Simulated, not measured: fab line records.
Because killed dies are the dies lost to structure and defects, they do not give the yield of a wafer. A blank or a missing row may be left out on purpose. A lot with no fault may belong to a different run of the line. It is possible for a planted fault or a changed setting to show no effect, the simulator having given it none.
Which of the tools did it? / flow sky130 / 12 lots, 36 wafers sampled, at 5 steps of a route of 708

== WHAT THE GAUGES READ, wafer by wafer ==
No reading from a measuring or inspecting step in the record can be judged against a usual standard deviation.

== TOOL THAT RAN EACH LOT (tool first, then ch and the chambers of the sampled wafers, then the start) ==
lot=L384; SKY_VIA1_SPUTTER_20=pvd sputter-01, day 33 19:59; SKY_METAL2_SPUTTER_04=pvd sputter-04, day 33 20:43; SKY_VIA2_SOFTBAKE_08=litho track-02 ch 0, day 35 13:00; SKY_VIA2_ETCH_15=rie diel-03 ch 1,2,3, day 36 03:03; SKY_PAD_OPEN_PROBE_99=-
lot=L387; SKY_VIA1_SPUTTER_20=pvd sputter-04, day 35 00:08; SKY_METAL2_SPUTTER_04=pvd sputter-04, day 35 00:52; SKY_VIA2_SOFTBAKE_08=litho track-04 ch 0, day 36 17:00; SKY_VIA2_ETCH_15=rie diel-02 ch 0,1,2, day 37 06:37; SKY_PAD_OPEN_PROBE_99=-
lot=L388; SKY_VIA1_SPUTTER_20=pvd sputter-01, day 35 09:08; SKY_METAL2_SPUTTER_04=pvd sputter-02, day 35 09:52; SKY_VIA2_SOFTBAKE_08=litho track-02 ch 0, day 37 02:00; SKY_VIA2_ETCH_15=rie diel-02 ch 1,2, day 37 15:32; SKY_PAD_OPEN_PROBE_99=prober-02, day 46 20:03
lot=L389; SKY_VIA1_SPUTTER_20=pvd sputter-01, day 35 23:08; SKY_METAL2_SPUTTER_04=pvd sputter-04, day 35 23:52; SKY_VIA2_SOFTBAKE_08=litho track-03 ch 0, day 37 15:00; SKY_VIA2_ETCH_15=rie diel-02 ch 0,2,3, day 38 05:07; SKY_PAD_OPEN_PROBE_99=-
lot=L390; SKY_VIA1_SPUTTER_20=pvd sputter-01, day 36 02:32; SKY_METAL2_SPUTTER_04=pvd sputter-04, day 36 03:16; SKY_VIA2_SOFTBAKE_08=litho track-03 ch 0, day 37 18:00; SKY_VIA2_ETCH_15=rie diel-04 ch 2,3, day 38 08:09; SKY_PAD_OPEN_PROBE_99=prober-02, day 47 09:13
lot=L394; SKY_VIA1_SPUTTER_20=pvd sputter-04, day 37 06:55; SKY_METAL2_SPUTTER_04=pvd sputter-01, day 37 07:38; SKY_VIA2_SOFTBAKE_08=litho track-03 ch 0, day 38 22:00; SKY_VIA2_ETCH_15=rie diel-04 ch 1,2,3, day 39 11:23; SKY_PAD_OPEN_PROBE_99=prober-02, day 48 07:08
lot=L395; SKY_VIA1_SPUTTER_20=pvd sputter-03, day 37 18:20; SKY_METAL2_SPUTTER_04=pvd sputter-02, day 37 19:04; SKY_VIA2_SOFTBAKE_08=litho track-02 ch 0, day 39 10:00; SKY_VIA2_ETCH_15=rie diel-03 ch 0,1,3, day 39 23:18; SKY_PAD_OPEN_PROBE_99=-
lot=L396; SKY_VIA1_SPUTTER_20=pvd sputter-03, day 38 00:11; SKY_METAL2_SPUTTER_04=pvd sputter-02, day 38 00:55; SKY_VIA2_SOFTBAKE_08=litho track-03 ch 0, day 39 15:00; SKY_VIA2_ETCH_15=rie diel-03 ch 0,1,3, day 40 03:50; SKY_PAD_OPEN_PROBE_99=prober-02, day 48 18:16
lot=L397; SKY_VIA1_SPUTTER_20=pvd sputter-01, day 38 07:22; SKY_METAL2_SPUTTER_04=pvd sputter-02, day 38 08:05; SKY_VIA2_SOFTBAKE_08=litho track-03 ch 0, day 39 23:00; SKY_VIA2_ETCH_15=rie diel-04 ch 0,1,2, day 40 11:20; SKY_PAD_OPEN_PROBE_99=prober-01, day 48 23:32
lot=L399; SKY_VIA1_SPUTTER_20=pvd sputter-04, day 38 11:49; SKY_METAL2_SPUTTER_04=pvd sputter-01, day 38 12:32; SKY_VIA2_SOFTBAKE_08=litho track-04 ch 0, day 40 03:00; SKY_VIA2_ETCH_15=rie diel-02 ch 2,3, day 40 16:02; SKY_PAD_OPEN_PROBE_99=-
lot=L398; SKY_VIA1_SPUTTER_20=pvd sputter-03, day 38 14:53; SKY_METAL2_SPUTTER_04=pvd sputter-02, day 38 15:54; SKY_VIA2_SOFTBAKE_08=litho track-03 ch 0, day 40 05:00; SKY_VIA2_ETCH_15=rie diel-02 ch 1,2,3, day 40 18:11; SKY_PAD_OPEN_PROBE_99=prober-01, day 49 06:19
lot=L402; SKY_VIA1_SPUTTER_20=pvd sputter-03, day 39 15:35; SKY_METAL2_SPUTTER_04=pvd sputter-04, day 39 16:25; SKY_VIA2_SOFTBAKE_08=litho track-03 ch 0, day 41 05:00; SKY_VIA2_ETCH_15=rie diel-03 ch 1,2,3, day 41 18:08; SKY_PAD_OPEN_PROBE_99=-
- SKY_VIA1_SPUTTER_20: material TiN, target thk 20 nm, time 80 s.
- SKY_METAL2_SPUTTER_04: material TiN, target thk 70 nm, time 58.3 s.
- SKY_VIA2_SOFTBAKE_08: time 90 s.
- SKY_VIA2_ETCH_15: etches SiO2 in C4F8/O2/Ar, stops on TiN, target depth 546 nm, time 84 s.
- SKY_PAD_OPEN_PROBE_99

== AS READ BY THE TOOLS THEMSELVES (means over the sampled wafers that have a number; for cases with no such wafer, the mark the record gives instead) ==
SKY_VIA1_SPUTTER_20.
lot=L384; tool=pvd sputter-01; throttle valve pct (%)=30.3
lot=L387; tool=pvd sputter-04; throttle valve pct (%)=30.8
lot=L388; tool=pvd sputter-01; throttle valve pct (%)=30.8
lot=L389; tool=pvd sputter-01; throttle valve pct (%)=30.3
lot=L390; tool=pvd sputter-01; throttle valve pct (%)=30.3
lot=L394; tool=pvd sputter-04; throttle valve pct (%)=31.1
lot=L395; tool=pvd sputter-03; throttle valve pct (%)=29.8
lot=L396; tool=pvd sputter-03; throttle valve pct (%)=29.5
lot=L397; tool=pvd sputter-01; throttle valve pct (%)=30.4
lot=L399; tool=pvd sputter-04; throttle valve pct (%)=30.1
lot=L398; tool=pvd sputter-03; throttle valve pct (%)=29.8
lot=L402; tool=pvd sputter-03; throttle valve pct (%)=29.7

SKY_METAL2_SPUTTER_04.
lot=L384; tool=pvd sputter-04; throttle valve pct (%)=31.0
lot=L387; tool=pvd sputter-04; throttle valve pct (%)=30.3
lot=L388; tool=pvd sputter-02; throttle valve pct (%)=30.0
lot=L389; tool=pvd sputter-04; throttle valve pct (%)=31.2
lot=L390; tool=pvd sputter-04; throttle valve pct (%)=30.1
lot=L394; tool=pvd sputter-01; throttle valve pct (%)=30.2
lot=L395; tool=pvd sputter-02; throttle valve pct (%)=29.8
lot=L396; tool=pvd sputter-02; throttle valve pct (%)=29.9
lot=L397; tool=pvd sputter-02; throttle valve pct (%)=29.4
lot=L399; tool=pvd sputter-01; throttle valve pct (%)=30.3
lot=L398; tool=pvd sputter-02; throttle valve pct (%)=30.5
lot=L402; tool=pvd sputter-04; throttle valve pct (%)=30.2

SKY_VIA2_SOFTBAKE_08.
lot=L384; tool=litho track-02; chill plate temp C (C)=23.03; heater power total W (W)=57.40; plate temp C (C)=100.07
lot=L387; tool=litho track-04; chill plate temp C (C)=22.87; heater power total W (W)=57.41; plate temp C (C)=100.04
lot=L388; tool=litho track-02; chill plate temp C (C)=22.86; heater power total W (W)=57.29; plate temp C (C)=99.93
lot=L389; tool=litho track-03; chill plate temp C (C)=23.08; heater power total W (W)=57.46; plate temp C (C)=100.18
lot=L390; tool=litho track-03; chill plate temp C (C)=22.94; heater power total W (W)=57.30; plate temp C (C)=99.97
lot=L394; tool=litho track-03; chill plate temp C (C)=23.15; heater power total W (W)=57.28; plate temp C (C)=99.95
lot=L395; tool=litho track-02; chill plate temp C (C)=22.86; heater power total W (W)=57.34; plate temp C (C)=99.88
lot=L396; tool=litho track-03; chill plate temp C (C)=22.98; heater power total W (W)=57.48; plate temp C (C)=100.14
lot=L397; tool=litho track-03; chill plate temp C (C)=22.93; heater power total W (W)=57.23; plate temp C (C)=100.06
lot=L399; tool=litho track-04; chill plate temp C (C)=22.82; heater power total W (W)=57.34; plate temp C (C)=100.15
lot=L398; tool=litho track-03; chill plate temp C (C)=23.08; heater power total W (W)=53.53; plate temp C (C)=95.12
lot=L402; tool=litho track-03; chill plate temp C (C)=22.89; heater power total W (W)=53.57; plate temp C (C)=95.25

SKY_VIA2_ETCH_15.
lot=L384; tool=rie diel-03; oes product au (a.u.)=0.936
lot=L387; tool=rie diel-02; oes product au (a.u.)=0.940
lot=L388; tool=rie diel-02; oes product au (a.u.)=0.941
lot=L389; tool=rie diel-02; oes product au (a.u.)=0.941
lot=L390; tool=rie diel-04; oes product au (a.u.)=0.937
lot=L394; tool=rie diel-04; oes product au (a.u.)=0.945
lot=L395; tool=rie diel-03; oes product au (a.u.)=0.937
lot=L396; tool=rie diel-03; oes product au (a.u.)=0.936
lot=L397; tool=rie diel-04; oes product au (a.u.)=0.937
lot=L399; tool=rie diel-02; oes product au (a.u.)=0.939
lot=L398; tool=rie diel-02; oes product au (a.u.)=0.936
lot=L402; tool=rie diel-03; oes product au (a.u.)=0.938

SKY_PAD_OPEN_PROBE_99.
lot=L388; tool=prober-02; defect limited yield (%)=82.1; killed_at_M0_to_M3=50; killed_at_M4_up=3.3; killed at contacts=21; killed at front end=14; killed at other=0.0; killed dies=88; killed open=53; killed short=35; sort_bin_3_pad_short (%)=0.7; sort_bin_5_function (%)=11.1; sort_bin_6_memory (%)=6.1; sort n pass=404; sort yield pct (%)=82.1
lot=L390; tool=prober-02; defect limited yield (%)=83.1; killed_at_M0_to_M3=42; killed_at_M4_up=2.0; killed at contacts=22; killed at front end=17; killed at other=0.3; killed dies=83; killed open=48; killed short=35; sort_bin_3_pad_short (%)=1.1; sort_bin_5_function (%)=9.7; sort_bin_6_memory (%)=6.1; sort n pass=409; sort yield pct (%)=83.1
lot=L394; tool=prober-02; defect limited yield (%)=82.5; killed_at_M0_to_M3=42; killed_at_M4_up=4.7; killed at contacts=29; killed at front end=10; killed at other=0.7; killed dies=86; killed open=52; killed short=35; sort_bin_3_pad_short (%)=0.7; sort_bin_5_function (%)=10.6; sort_bin_6_memory (%)=6.3; sort n pass=406; sort yield pct (%)=82.5
lot=L396; tool=prober-02; defect limited yield (%)=82.7; killed_at_M0_to_M3=46; killed_at_M4_up=3.7; killed at contacts=24; killed at front end=11; killed at other=0.0; killed dies=85; killed open=48; killed short=36; sort_bin_3_pad_short (%)=0.5; sort_bin_5_function (%)=10.9; sort_bin_6_memory (%)=5.8; sort n pass=407; sort yield pct (%)=82.7
lot=L397; tool=prober-01; defect limited yield (%)=83.9; killed_at_M0_to_M3=37; killed_at_M4_up=2.3; killed at contacts=28; killed at front end=12; killed at other=0.0; killed dies=79; killed open=43; killed short=36; sort_bin_3_pad_short (%)=0.9; sort_bin_5_function (%)=9.1; sort_bin_6_memory (%)=6.1; sort n pass=413; sort yield pct (%)=83.9
lot=L398; tool=prober-01; defect limited yield (%)=81.7; killed_at_M0_to_M3=42; killed_at_M4_up=2.0; killed at contacts=30; killed at front end=15; killed at other=0.7; killed dies=90; killed open=52; killed short=36; sort_bin_3_pad_short (%)=1.0; sort_bin_5_function (%)=9.7; sort_bin_6_memory (%)=7.6; sort n pass=402; sort yield pct (%)=81.7

== THE ANSWER, worked out from the rows above alone ==
Rule: the usual values come from the lots themselves. Put in order of their means at a reading, lots are off if they are a third of the lots or fewer, leave a main group of 4 or more, and stand apart from it by a gap of 3 or more times the standard deviation of the main group's means; of several such gaps the widest counts. A main group whose means are all the same, to the digits that the tables above print for the reading, isn't used. Also off: a lot with no number at a reading for which 4 or more lots have one. Where the step has rows for the other lots, those lots are counted as sound. First the gauges in route order, then the tools' own readings, where a lot's mean is used as printed above. The first step at which some lot is off is used, and at that step the reading that is off furthest; a lot without a number counts as furthest.
Off: L398, L402 (SKY_VIA2_SOFTBAKE_08, plate temp C). The main group: mean 100.04 C, standard deviation 0.097.
If a tool, at that step or one of the process steps before it, ran each lot that is off and ran no sound lot following the first of them, it fits. Can't be told from this: 2 tools fit, pvd sputter-03 at SKY_VIA1_SPUTTER_20, litho track-03 at SKY_VIA2_SOFTBAKE_08.

== WHAT HAD BEEN PUT IN BY THE SIMULATOR ==
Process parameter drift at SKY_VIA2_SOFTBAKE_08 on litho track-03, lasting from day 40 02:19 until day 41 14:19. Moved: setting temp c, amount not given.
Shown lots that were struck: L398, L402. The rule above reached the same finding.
